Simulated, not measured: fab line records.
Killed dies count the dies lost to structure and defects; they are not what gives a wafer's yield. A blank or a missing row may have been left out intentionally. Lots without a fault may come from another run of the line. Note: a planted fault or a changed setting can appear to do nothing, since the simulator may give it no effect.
fab line records | flow gf180mcu
record: lots: 24 | wafers: 72 | lastDay: 34
route steps=602 shown V3@452 V4@479 MIM@509 V5@541 TOP_METAL@571
lots that met no fault: from a run of the same line without faults
startH: start of the lot's first displayed wafer, in hours after the record's first day | waitH: time in hours since the lot's previous step | " identical to the entry in the row above | L1.1+2: several wafers, shown together as one row | - either no value or no given start | * or withheld: withheld | < > ~ a bound
route shown NAME@n: names a module that has steps shown in the file, with the first one's number in the route | usual: the fault-free wafers' mean and standard deviation | same: alike in all rows | chamber/n: place in a boat | sites: readings site by site | _std_site: standard deviation across them | _edge_site: mean of outer sites minus mean of inner sites | radiusMm: for every site, how far away it sits from the centre of the wafer | mask NAME#n: copy n | behind: the most recent tool/chamber to have shaped the wafer | hold: why the lot was held/for how many hours/how that ended | device: which transistor (n, p or np) failed to switch | end of line: tests run on the same wafers once the route is complete | where a step has no rows: the recipe by itself | killed: dies that structure and defects cost at the first sort, which is not the same as the wafer's yield | map: the dies of a wafer, with x for killed, . for not killed, _ for no die there
set.NAME: the run value of the setting; set.NAME@STEP: its run value at that earlier step | model.NAME: the simulator's own value behind a step, which no gauge read
one table for each step of the route and one row for each wafer, over a sample of lots
services: a tool's chamber out of use, with start hour (startH, from the record's first day; less than 0 if before it), hours out, and reason
== steps ==
step: GF_V3_CVD_23
recipe: material: W | targetThkNm: 350 | timeS: 104.9 | tempC: 400 | pressureTorr: 40
usual: heaterPowerW: 753/120
lot.wafer | tool    | chamber | startH | waitH | heaterPowerW
L074.3    | cvdW-01 | 1       | 515.83 | 0.1   | 720
L074.4    | "       | 0       | "      | "     | 859
L074.5    | "       | 0       | "      | "     | 864
L075.2    | cvdW-02 | 1       | 531.24 | 0.0   | 585
L075.3    | "       | 1       | "      | "     | 575
L075.4    | "       | 0       | "      | "     | 908
L077.1    | cvdW-02 | 0       | 541.68 | 0.0   | 876
L077.3    | "       | 1       | "      | "     | 584
L077.5    | "       | 1       | "      | "     | 557
L076.2    | cvdW-01 | 0       | 544.22 | 0.0   | 864
L076.4    | "       | 0       | "      | "     | 848
L076.6    | "       | 0       | "      | "     | 848
L078.2    | cvdW-02 | 1       | 549.33 | 0.0   | 582
L078.4    | "       | 0       | "      | "     | 867
L078.5    | "       | 1       | "      | "     | 588
L079.1    | cvdW-02 | 0       | 563.62 | 0.0   | 870
L079.4    | "       | 0       | "      | "     | 892
L079.6    | "       | 1       | "      | "     | 575
L080.3    | cvdW-01 | 1       | 566.88 | 0.1   | 703
L080.5    | "       | 1       | "      | "     | 702
L080.6    | "       | 0       | "      | "     | 848
L081.2    | cvdW-01 | 1       | 579.69 | 0.0   | 688
L081.3    | "       | 0       | "      | "     | 845
L081.6    | "       | 0       | "      | "     | 826
L082.3    | cvdW-02 | 0       | 587.14 | 0.1   | 888
L082.4    | "       | 1       | "      | "     | 589
L082.6    | "       | 0       | "      | "     | 875
L083.3    | cvdW-02 | 1       | 594.66 | 0.1   | 595
L083.4    | "       | 0       | "      | "     | 871
L083.5    | "       | 1       | "      | "     | 583
L084.2    | cvdW-01 | 0       | 606.51 | 0.0   | 853
L084.5    | "       | 1       | "      | "     | 705
L084.6    | "       | 0       | "      | "     | 846
L085.2    | cvdW-02 | 0       | 611.50 | 0.0   | 885
L085.3    | "       | 0       | "      | "     | 883
L085.5    | "       | 1       | "      | "     | 581
L086.1    | cvdW-02 | 0       | 615.10 | 0.0   | 881
L086.2    | "       | 1       | "      | "     | 601
L086.5    | "       | 0       | "      | "     | 895
L087.2    | cvdW-02 | 1       | 626.51 | 0.0   | 593
L087.3    | "       | 1       | "      | "     | 595
L087.6    | "       | 1       | "      | "     | 588
L088.4    | cvdW-02 | 0       | 635.82 | 0.0   | 871
L088.5    | "       | 1       | "      | "     | 590
L088.6    | "       | 0       | "      | "     | 866
L089.2    | cvdW-01 | 0       | 635.94 | 0.0   | 844
L089.4    | "       | 1       | "      | "     | 703
L089.5    | "       | 1       | "      | "     | 714
L090.2    | cvdW-02 | 0       | 641.89 | 0.0   | 886
L090.4    | "       | 1       | "      | "     | 582
L090.5    | "       | 1       | "      | "     | 591
L091.4    | cvdW-01 | 0       | 658.77 | 0.1   | 857
L091.5    | "       | 0       | "      | "     | 866
L091.6    | "       | 1       | "      | "     | 672
L092.1    | cvdW-01 | 0       | 659.99 | 0.0   | 842
L092.2    | "       | 1       | "      | "     | 703
L092.3    | "       | 0       | "      | "     | 851
L093.2    | cvdW-02 | 1       | 662.23 | 0.0   | 608
L093.4    | "       | 0       | "      | "     | 887
L093.5    | "       | 1       | "      | "     | 583
L094.2    | cvdW-01 | 0       | 668.27 | 0.0   | 867
L094.3    | "       | 0       | "      | "     | 828
L094.4    | "       | 1       | "      | "     | 721
L095.1    | cvdW-01 | 0       | 693.83 | 0.0   | 847
L095.2    | "       | 1       | "      | "     | 719
L095.6    | "       | 0       | "      | "     | 833
L096.1    | cvdW-02 | 0       | 694.22 | 0.0   | 897
L096.2    | "       | 1       | "      | "     | 596
L096.4    | "       | 0       | "      | "     | 885
L097.1    | cvdW-01 | 1       | 697.64 | 0.0   | 718
L097.2    | "       | 0       | "      | "     | 833
L097.3    | "       | 1       | "      | "     | 700
step: GF_V4_THK_MEAS_03
recipe: reads: SiO2_of_V4_CVD_02
usual: V4_CVD_02_THK: 843/13
lot.wafer | tool         | chamber | startH | waitH | V4_CVD_02_THK[nm]
L074.3    | filmMetro-03 | -       | 540.47 | 0.1   | 845
L074.4    | "            | -       | "      | "     | 855
L074.5    | "            | -       | "      | "     | 848
L075.2    | filmMetro-03 | -       | 555.34 | 0.0   | 814
L075.3    | "            | -       | "      | "     | 825
L075.4    | "            | -       | "      | "     | 832
L077.1    | filmMetro-03 | -       | 566.39 | 0.0   | 836
L077.3    | "            | -       | "      | "     | 838
L077.5    | "            | -       | "      | "     | 844
L076.2    | filmMetro-03 | -       | 569.08 | 0.0   | 831
L076.4    | "            | -       | "      | "     | 843
L076.6    | "            | -       | "      | "     | 839
L078.2    | filmMetro-04 | -       | 573.64 | 0.0   | 845
L078.4    | "            | -       | "      | "     | 863
L078.5    | "            | -       | "      | "     | 853
L079.1    | filmMetro-02 | -       | 587.52 | 0.0   | 839
L079.4    | "            | -       | "      | "     | 847
L079.6    | "            | -       | "      | "     | 870
L080.3    | filmMetro-03 | -       | 590.46 | 0.1   | 831
L080.5    | "            | -       | "      | "     | 838
L080.6    | "            | -       | "      | "     | 851
L081.2    | filmMetro-02 | -       | 602.75 | 0.0   | 836
L081.3    | "            | -       | "      | "     | 819
L081.6    | "            | -       | "      | "     | 845
L082.3    | filmMetro-02 | -       | 610.54 | 0.1   | 842
L082.4    | "            | -       | "      | "     | 853
L082.6    | "            | -       | "      | "     | 850
L083.3    | filmMetro-02 | -       | 617.67 | 0.1   | 829
L083.4    | "            | -       | "      | "     | 835
L083.5    | "            | -       | "      | "     | 841
L084.2    | filmMetro-02 | -       | 629.15 | 0.0   | 875
L084.5    | "            | -       | "      | "     | 886
L084.6    | "            | -       | "      | "     | 849
L085.2    | filmMetro-02 | -       | 633.82 | 0.0   | 830
L085.3    | "            | -       | "      | "     | 829
L085.5    | "            | -       | "      | "     | 837
L086.1    | filmMetro-03 | -       | 636.90 | 0.0   | 824
L086.2    | "            | -       | "      | "     | 862
L086.5    | "            | -       | "      | "     | 837
L087.2    | filmMetro-03 | -       | 649.19 | 0.0   | 821
L087.3    | "            | -       | "      | "     | 830
L087.6    | "            | -       | "      | "     | 841
L088.4    | filmMetro-04 | -       | 657.85 | 0.0   | 855
L088.5    | "            | -       | "      | "     | 860
L088.6    | "            | -       | "      | "     | 849
L089.2    | filmMetro-02 | -       | 658.19 | 0.0   | 831
L089.4    | "            | -       | "      | "     | 852
L089.5    | "            | -       | "      | "     | 841
L090.2    | filmMetro-02 | -       | 663.28 | 0.0   | 828
L090.4    | "            | -       | "      | "     | 840
L090.5    | "            | -       | "      | "     | 839
L091.4    | filmMetro-02 | -       | 680.20 | 0.0   | 847
L091.5    | "            | -       | "      | "     | 848
L091.6    | "            | -       | "      | "     | 857
L092.1    | filmMetro-02 | -       | 680.57 | 0.0   | 859
L092.2    | "            | -       | "      | "     | 823
L092.3    | "            | -       | "      | "     | 831
L093.2    | filmMetro-02 | -       | 683.71 | 0.0   | 838
L093.4    | "            | -       | "      | "     | 844
L093.5    | "            | -       | "      | "     | 871
L094.2    | filmMetro-04 | -       | 689.08 | 0.0   | 836
L094.3    | "            | -       | "      | "     | 853
L094.4    | "            | -       | "      | "     | 857
L095.1    | filmMetro-04 | -       | 713.64 | 0.0   | 825
L095.2    | "            | -       | "      | "     | 831
L095.6    | "            | -       | "      | "     | 848
L096.1    | filmMetro-03 | -       | 714.71 | 0.0   | 838
L096.2    | "            | -       | "      | "     | 856
L096.4    | "            | -       | "      | "     | 853
L097.1    | filmMetro-04 | -       | 718.00 | 0.0   | 851
L097.2    | "            | -       | "      | "     | 842
L097.3    | "            | -       | "      | "     | 861
step: GF_V4_OVL_MEAS_15
usual: V4_OVL: -2/6
lot.wafer | tool       | chamber | startH | waitH | V4_OVL[nm]
L074.3    | overlay-01 | -       | 563.43 | 0.1   | -5
L074.4    | "          | -       | "      | "     | -2
L074.5    | "          | -       | "      | "     | -6
L075.2    | overlay-01 | -       | 577.64 | 0.1   | -2
L075.3    | "          | -       | "      | "     | -5
L075.4    | "          | -       | "      | "     | -6
L077.1    | overlay-02 | -       | 588.47 | 0.1   | -4
L077.3    | "          | -       | "      | "     | -2
L077.5    | "          | -       | "      | "     | -3
L076.2    | overlay-01 | -       | 591.09 | 0.1   | 12
L076.4    | "          | -       | "      | "     | 14
L076.6    | "          | -       | "      | "     | 9
L078.2    | overlay-01 | -       | 596.02 | 0.1   | -1
L078.4    | "          | -       | "      | "     | -2
L078.5    | "          | -       | "      | "     | -4
L079.1    | overlay-01 | -       | 609.87 | 0.1   | -7
L079.4    | "          | -       | "      | "     | -16
L079.6    | "          | -       | "      | "     | -3
L080.3    | overlay-02 | -       | 611.84 | 0.1   | -3
L080.5    | "          | -       | "      | "     | 0
L080.6    | "          | -       | "      | "     | -1
L081.2    | overlay-01 | -       | 623.38 | 0.1   | -11
L081.3    | "          | -       | "      | "     | -7
L081.6    | "          | -       | "      | "     | -7
L082.3    | overlay-02 | -       | 632.03 | 0.1   | -11
L082.4    | "          | -       | "      | "     | -5
L082.6    | "          | -       | "      | "     | -4
L083.3    | overlay-02 | -       | 638.79 | 0.1   | 3
L083.4    | "          | -       | "      | "     | -8
L083.5    | "          | -       | "      | "     | 3
L084.2    | overlay-02 | -       | 649.99 | 0.1   | -5
L084.5    | "          | -       | "      | "     | 7
L084.6    | "          | -       | "      | "     | -3
L085.2    | overlay-01 | -       | 654.59 | 0.1   | 0
L085.3    | "          | -       | "      | "     | -5
L085.5    | "          | -       | "      | "     | -1
L086.1    | overlay-02 | -       | 658.07 | 0.1   | -9
L086.2    | "          | -       | "      | "     | 1
L086.5    | "          | -       | "      | "     | -10
L087.2    | overlay-02 | -       | 669.29 | 0.1   | -4
L087.3    | "          | -       | "      | "     | -3
L087.6    | "          | -       | "      | "     | -7
L088.4    | overlay-01 | -       | 678.25 | 0.1   | -1
L088.5    | "          | -       | "      | "     | -3
L088.6    | "          | -       | "      | "     | -1
L089.2    | overlay-02 | -       | 679.19 | 0.1   | 1
L089.4    | "          | -       | "      | "     | -4
L089.5    | "          | -       | "      | "     | 11
L090.2    | overlay-02 | -       | 683.68 | 0.1   | -8
L090.4    | "          | -       | "      | "     | -2
L090.5    | "          | -       | "      | "     | -7
L091.4    | overlay-02 | -       | 699.60 | 0.1   | -3
L091.5    | "          | -       | "      | "     | -6
L091.6    | "          | -       | "      | "     | -4
L092.1    | overlay-01 | -       | 700.23 | 0.1   | 0
L092.2    | "          | -       | "      | "     | -7
L092.3    | "          | -       | "      | "     | 4
L093.2    | overlay-02 | -       | 702.97 | 0.1   | 1
L093.4    | "          | -       | "      | "     | 1
L093.5    | "          | -       | "      | "     | 9
L094.2    | overlay-02 | -       | 708.74 | 0.1   | -12
L094.3    | "          | -       | "      | "     | -12
L094.4    | "          | -       | "      | "     | -10
L095.1    | overlay-01 | -       | 732.52 | 0.1   | 3
L095.2    | "          | -       | "      | "     | -5
L095.6    | "          | -       | "      | "     | 4
L096.1    | overlay-01 | -       | 733.47 | 0.1   | -2
L096.2    | "          | -       | "      | "     | 5
L096.4    | "          | -       | "      | "     | -7
L097.1    | overlay-02 | -       | 736.02 | 0.1   | 6
L097.2    | "          | -       | "      | "     | 5
L097.3    | "          | -       | "      | "     | 2
step: GF_MIM_THK_MEAS_06
recipe: reads: Si3N4_of_MIM_CVD_05
usual: MIM_CVD_05_THK: 41.8/0.6
lot.wafer | tool         | chamber | startH | waitH | MIM_CVD_05_THK[nm]
L074.3    | filmMetro-02 | -       | 565.08 | 0.0   | 41.7
L074.4    | "            | -       | "      | "     | 41.5
L074.5    | "            | -       | "      | "     | 41.2
L075.2    | filmMetro-01 | -       | 579.29 | 0.0   | 42.1
L075.3    | "            | -       | "      | "     | 41.7
L075.4    | "            | -       | "      | "     | 42.3
L077.1    | filmMetro-02 | -       | 590.27 | 0.0   | 41.9
L077.3    | "            | -       | "      | "     | 40.9
L077.5    | "            | -       | "      | "     | 41.2
L076.2    | filmMetro-04 | -       | 592.74 | 0.0   | 41.4
L076.4    | "            | -       | "      | "     | 42.0
L076.6    | "            | -       | "      | "     | 43.5
L078.2    | filmMetro-04 | -       | 597.70 | 0.0   | 40.7
L078.4    | "            | -       | "      | "     | 41.9
L078.5    | "            | -       | "      | "     | 42.6
L079.1    | filmMetro-04 | -       | 611.58 | 0.0   | 41.3
L079.4    | "            | -       | "      | "     | 42.1
L079.6    | "            | -       | "      | "     | 41.5
L080.3    | filmMetro-02 | -       | 613.51 | 0.0   | 41.5
L080.5    | "            | -       | "      | "     | 43.2
L080.6    | "            | -       | "      | "     | 42.5
L081.2    | filmMetro-04 | -       | 625.04 | 0.0   | 41.9
L081.3    | "            | -       | "      | "     | 42.2
L081.6    | "            | -       | "      | "     | 41.1
L082.3    | filmMetro-04 | -       | 633.77 | 0.0   | 41.0
L082.4    | "            | -       | "      | "     | 41.4
L082.6    | "            | -       | "      | "     | 41.6
L083.3    | filmMetro-02 | -       | 640.52 | 0.0   | 40.8
L083.4    | "            | -       | "      | "     | 41.2
L083.5    | "            | -       | "      | "     | 41.5
L084.2    | filmMetro-02 | -       | 651.64 | 0.0   | 40.5
L084.5    | "            | -       | "      | "     | 41.7
L084.6    | "            | -       | "      | "     | 40.8
L085.2    | filmMetro-04 | -       | 656.27 | 0.0   | 40.8
L085.3    | "            | -       | "      | "     | 41.6
L085.5    | "            | -       | "      | "     | 41.5
L086.1    | filmMetro-04 | -       | 659.72 | 0.0   | 41.1
L086.2    | "            | -       | "      | "     | 41.4
L086.5    | "            | -       | "      | "     | 42.2
L087.2    | filmMetro-02 | -       | 670.98 | 0.0   | 42.1
L087.3    | "            | -       | "      | "     | 41.7
L087.6    | "            | -       | "      | "     | 42.3
L088.4    | filmMetro-01 | -       | 679.91 | 0.0   | 42.4
L088.5    | "            | -       | "      | "     | 42.3
L088.6    | "            | -       | "      | "     | 42.2
L089.2    | filmMetro-01 | -       | 680.87 | 0.0   | 41.8
L089.4    | "            | -       | "      | "     | 42.0
L089.5    | "            | -       | "      | "     | 42.0
L090.2    | filmMetro-01 | -       | 685.55 | 0.0   | 41.5
L090.4    | "            | -       | "      | "     | 41.6
L090.5    | "            | -       | "      | "     | 42.4
L091.4    | filmMetro-04 | -       | 701.30 | 0.0   | 42.3
L091.5    | "            | -       | "      | "     | 41.6
L091.6    | "            | -       | "      | "     | 42.3
L092.1    | filmMetro-04 | -       | 701.91 | 0.0   | 41.6
L092.2    | "            | -       | "      | "     | 41.6
L092.3    | "            | -       | "      | "     | 40.8
L093.2    | filmMetro-04 | -       | 704.65 | 0.0   | 42.0
L093.4    | "            | -       | "      | "     | 42.2
L093.5    | "            | -       | "      | "     | 42.4
L094.2    | filmMetro-02 | -       | 710.73 | 0.0   | 41.8
L094.3    | "            | -       | "      | "     | 41.5
L094.4    | "            | -       | "      | "     | 42.2
L095.1    | filmMetro-01 | -       | 734.19 | 0.0   | 41.7
L095.2    | "            | -       | "      | "     | 41.1
L095.6    | "            | -       | "      | "     | 41.1
L096.1    | filmMetro-01 | -       | 735.12 | 0.0   | 41.7
L096.2    | "            | -       | "      | "     | 42.2
L096.4    | "            | -       | "      | "     | 42.3
L097.1    | filmMetro-04 | -       | 737.81 | 0.1   | 41.8
L097.2    | "            | -       | "      | "     | 42.6
L097.3    | "            | -       | "      | "     | 41.2
step: GF_V5_THK_MEAS_01
recipe: reads: SiO2_of_V5_CVD_00
usual: V5_CVD_00_THK: 302/3.5
lot.wafer | tool         | chamber | startH | waitH | V5_CVD_00_THK[nm]
L074.3    | filmMetro-03 | -       | 609.86 | 0.0   | 304
L074.4    | "            | -       | "      | "     | 298
L074.5    | "            | -       | "      | "     | 306
L075.2    | filmMetro-02 | -       | 623.37 | 0.0   | 306
L075.3    | "            | -       | "      | "     | 304
L075.4    | "            | -       | "      | "     | 301
L077.1    | filmMetro-02 | -       | 633.92 | 0.0   | 304
L077.3    | "            | -       | "      | "     | 301
L077.5    | "            | -       | "      | "     | 298
L076.2    | filmMetro-01 | -       | 635.58 | 0.0   | 307
L076.4    | "            | -       | "      | "     | 299
L076.6    | "            | -       | "      | "     | 303
L078.2    | filmMetro-03 | -       | 641.76 | 0.0   | 300
L078.4    | "            | -       | "      | "     | 305
L078.5    | "            | -       | "      | "     | 302
L079.1    | filmMetro-01 | -       | 653.24 | 0.0   | 300
L079.4    | "            | -       | "      | "     | 296
L079.6    | "            | -       | "      | "     | 300
L080.3    | filmMetro-01 | -       | 655.74 | 0.0   | 304
L080.5    | "            | -       | "      | "     | 305
L080.6    | "            | -       | "      | "     | 303
L081.2    | filmMetro-02 | -       | 666.98 | 0.1   | 305
L081.3    | "            | -       | "      | "     | 304
L081.6    | "            | -       | "      | "     | 305
L082.3    | filmMetro-03 | -       | 674.28 | 0.0   | 302
L082.4    | "            | -       | "      | "     | 301
L082.6    | "            | -       | "      | "     | 302
L083.3    | filmMetro-03 | -       | 681.26 | 0.0   | 305
L083.4    | "            | -       | "      | "     | 303
L083.5    | "            | -       | "      | "     | 311
L084.2    | filmMetro-01 | -       | 690.86 | 0.0   | 300
L084.5    | "            | -       | "      | "     | 303
L084.6    | "            | -       | "      | "     | 299
L085.2    | filmMetro-01 | -       | 695.36 | 0.0   | 304
L085.3    | "            | -       | "      | "     | 304
L085.5    | "            | -       | "      | "     | 304
L086.1    | filmMetro-02 | -       | 699.60 | 0.0   | 301
L086.2    | "            | -       | "      | "     | 301
L086.5    | "            | -       | "      | "     | 303
L087.2    | filmMetro-03 | -       | 709.99 | 0.0   | 302
L087.3    | "            | -       | "      | "     | 307
L087.6    | "            | -       | "      | "     | 308
L088.4    | filmMetro-01 | -       | 718.50 | 0.0   | 305
L088.5    | "            | -       | "      | "     | 298
L088.6    | "            | -       | "      | "     | 301
L089.2    | filmMetro-02 | -       | 719.58 | 0.0   | 301
L089.4    | "            | -       | "      | "     | 300
L089.5    | "            | -       | "      | "     | 301
L090.2    | filmMetro-02 | -       | 724.33 | 0.0   | 298
L090.4    | "            | -       | "      | "     | 306
L090.5    | "            | -       | "      | "     | 302
L091.4    | filmMetro-03 | -       | 738.24 | 0.1   | 301
L091.5    | "            | -       | "      | "     | 299
L091.6    | "            | -       | "      | "     | 297
L092.1    | filmMetro-01 | -       | 738.87 | 0.2   | 294
L092.2    | "            | -       | "      | "     | 300
L092.3    | "            | -       | "      | "     | 301
L093.2    | filmMetro-01 | -       | 742.02 | 0.0   | 305
L093.4    | "            | -       | "      | "     | 303
L093.5    | "            | -       | "      | "     | 305
L094.2    | filmMetro-01 | -       | 746.36 | 0.0   | 300
L094.3    | "            | -       | "      | "     | 295
L094.4    | "            | -       | "      | "     | 299
L095.1    | filmMetro-03 | -       | 768.44 | 0.0   | 304
L095.2    | "            | -       | "      | "     | 302
L095.6    | "            | -       | "      | "     | 302
L096.1    | filmMetro-02 | -       | 769.24 | 0.0   | 295
L096.2    | "            | -       | "      | "     | 309
L096.4    | "            | -       | "      | "     | 295
L097.1    | filmMetro-01 | -       | 770.89 | 0.0   | 297
L097.2    | "            | -       | "      | "     | 293
L097.3    | "            | -       | "      | "     | 305
step: GF_TOP_METAL_SPUTTER_04
recipe: material: TiN | targetThkNm: 25 | powerW: 6500 | timeS: 20.8 | chamberPressurePa: 0.4
usual: cathodeDcPowerW: 6500.0/1.2 | throttleValvePct: 30.3/1
lot.wafer | tool          | chamber | startH | waitH | cathodeDcPowerW | throttleValvePct
L074.3    | pvdSputter-02 | -       | 633.11 | 0.0   | 6497.6          | 27.7
L074.4    | "             | -       | "      | "     | 6499.9          | 31.0
L074.5    | "             | -       | "      | "     | 6499.3          | 31.1
L075.2    | pvdSputter-03 | -       | 645.49 | 0.0   | 6500.1          | 30.2
L075.3    | "             | -       | "      | "     | 6498.3          | 31.4
L075.4    | "             | -       | "      | "     | 6502.2          | 29.5
L077.1    | pvdSputter-03 | -       | 655.98 | 0.0   | 6499.3          | 29.3
L077.3    | "             | -       | "      | "     | 6500.4          | 31.6
L077.5    | "             | -       | "      | "     | 6499.8          | 30.4
L076.2    | pvdSputter-02 | -       | 658.45 | 0.0   | 6499.4          | 30.8
L076.4    | "             | -       | "      | "     | 6500.9          | 30.8
L076.6    | "             | -       | "      | "     | 6499.2          | 30.7
L078.2    | pvdSputter-03 | -       | 663.70 | 0.0   | 6499.5          | 28.9
L078.4    | "             | -       | "      | "     | 6498.9          | 31.5
L078.5    | "             | -       | "      | "     | 6500.3          | 30.3
L079.1    | pvdSputter-01 | -       | 674.79 | 0.0   | 6503.1          | 29.5
L079.4    | "             | -       | "      | "     | 6499.9          | 30.5
L079.6    | "             | -       | "      | "     | 6499.9          | 30.1
L080.3    | pvdSputter-03 | -       | 677.63 | 0.0   | 6500.2          | 31.5
L080.5    | "             | -       | "      | "     | 6501.4          | 29.6
L080.6    | "             | -       | "      | "     | 6499.1          | 31.4
L081.2    | pvdSputter-01 | -       | 688.34 | 0.0   | 6501.6          | 29.7
L081.3    | "             | -       | "      | "     | 6501.3          | 30.5
L081.6    | "             | -       | "      | "     | 6499.0          | 29.6
L082.3    | pvdSputter-02 | -       | 695.58 | 0.0   | 6501.2          | 30.5
L082.4    | "             | -       | "      | "     | 6499.7          | 27.8
L082.6    | "             | -       | "      | "     | 6501.0          | 30.6
L083.3    | pvdSputter-01 | -       | 703.02 | 0.0   | 6500.1          | 30.7
L083.4    | "             | -       | "      | "     | 6502.4          | 29.4
L083.5    | "             | -       | "      | "     | 6499.6          | 29.7
L084.2    | pvdSputter-01 | -       | 712.09 | 0.0   | 6499.6          | 29.3
L084.5    | "             | -       | "      | "     | 6498.6          | 29.8
L084.6    | "             | -       | "      | "     | 6500.6          | 30.6
L085.2    | pvdSputter-02 | -       | 716.51 | 0.0   | 6501.1          | 27.6
L085.3    | "             | -       | "      | "     | 6502.3          | 30.7
L085.5    | "             | -       | "      | "     | 6503.8          | 31.1
L086.1    | pvdSputter-01 | -       | 720.59 | 0.0   | 6500.0          | 30.6
L086.2    | "             | -       | "      | "     | 6500.0          | 29.9
L086.5    | "             | -       | "      | "     | 6501.7          | 29.6
L087.2    | pvdSputter-03 | -       | 729.80 | 0.0   | 6499.2          | 30.1
L087.3    | "             | -       | "      | "     | 6499.8          | 31.7
L087.6    | "             | -       | "      | "     | 6500.0          | 31.7
L088.4    | pvdSputter-03 | -       | 738.61 | 0.0   | 6499.9          | 29.4
L088.5    | "             | -       | "      | "     | 6499.3          | 30.1
L088.6    | "             | -       | "      | "     | 6499.1          | 31.6
L089.2    | pvdSputter-02 | -       | 739.20 | 0.0   | 6499.6          | 30.8
L089.4    | "             | -       | "      | "     | 6500.2          | 27.6
L089.5    | "             | -       | "      | "     | 6500.6          | 27.7
L090.2    | pvdSputter-03 | -       | 743.77 | 0.0   | 6502.4          | 31.2
L090.4    | "             | -       | "      | "     | 6500.4          | 31.6
L090.5    | "             | -       | "      | "     | 6498.9          | 31.6
L091.4    | pvdSputter-01 | -       | 756.85 | 0.0   | 6499.5          | 30.4
L091.5    | "             | -       | "      | "     | 6500.9          | 30.0
L091.6    | "             | -       | "      | "     | 6499.7          | 29.5
L092.1    | pvdSputter-02 | -       | 758.84 | 0.0   | 6501.8          | 30.9
L092.2    | "             | -       | "      | "     | 6499.0          | 30.7
L092.3    | "             | -       | "      | "     | 6500.6          | 27.8
L093.2    | pvdSputter-02 | -       | 761.28 | 0.0   | 6498.0          | 31.1
L093.4    | "             | -       | "      | "     | 6499.9          | 30.6
L093.5    | "             | -       | "      | "     | 6502.1          | 30.8
L094.2    | pvdSputter-01 | -       | 765.28 | 0.0   | 6498.7          | 29.7
L094.3    | "             | -       | "      | "     | 6498.7          | 30.5
L094.4    | "             | -       | "      | "     | 6500.2          | 30.5
L095.1    | pvdSputter-03 | -       | 786.17 | 0.0   | 6499.5          | 29.4
L095.2    | "             | -       | "      | "     | 6500.3          | 31.5
L095.6    | "             | -       | "      | "     | 6501.7          | 31.5
L096.1    | pvdSputter-01 | -       | 787.04 | 0.0   | 6499.8          | 30.6
L096.2    | "             | -       | "      | "     | 6500.9          | 30.7
L096.4    | "             | -       | "      | "     | 6501.9          | 29.8
L097.1    | pvdSputter-03 | -       | 788.84 | 0.0   | 6501.7          | 30.1
L097.2    | "             | -       | "      | "     | 6500.5          | 31.5
L097.3    | "             | -       | "      | "     | 6501.4          | 29.2
== services ==
tool          | chamber | startH | hours | kind
pvdSputter-01 | -       | 492.64 | 5.8   | repair
cvdW-02       | -       | 514.73 | 14.6  | pm
cvdW-01       | 0       | 530.39 | 9.9   | repair
pvdSputter-03 | -       | 543.36 | 1.7   | repair
pvdSputter-03 | 2       | 545.68 | -     | consumableReplace:kit
pvdSputter-03 | 2       | 545.68 | 18.0  | scheduledDown
pvdSputter-03 | 2       | 545.68 | 18.0  | ventCycle
pvdSputter-03 | -       | 547.14 | 5.5   | repair
pvdSputter-03 | -       | 547.66 | 89.9  | repair
pvdSputter-02 | -       | 557.98 | 23.9  | repair
pvdSputter-01 | -       | 571.10 | 2.4   | repair
pvdSputter-02 | 2       | 597.85 | -     | consumableReplace:kit
pvdSputter-03 | -       | 606.94 | 5.6   | repair
cvdW-01       | -       | 611.03 | 6.0   | pm
pvdSputter-01 | 3       | 630.43 | -     | consumableReplace:kit
pvdSputter-01 | 3       | 630.43 | 18.0  | scheduledDown
pvdSputter-01 | 3       | 630.43 | 18.0  | ventCycle
pvdSputter-02 | -       | 687.25 | 5.4   | repair
cvdW-02       | -       | 699.54 | 1.3   | repair
pvdSputter-01 | -       | 737.19 | 4.5   | repair
pvdSputter-01 | 2       | 742.13 | -     | consumableReplace:kit
pvdSputter-01 | 2       | 742.13 | 18.0  | scheduledDown
pvdSputter-01 | 2       | 742.13 | 18.0  | ventCycle
cvdW-02       | -       | 756.10 | 2.8   | pm
== key ==
fault none
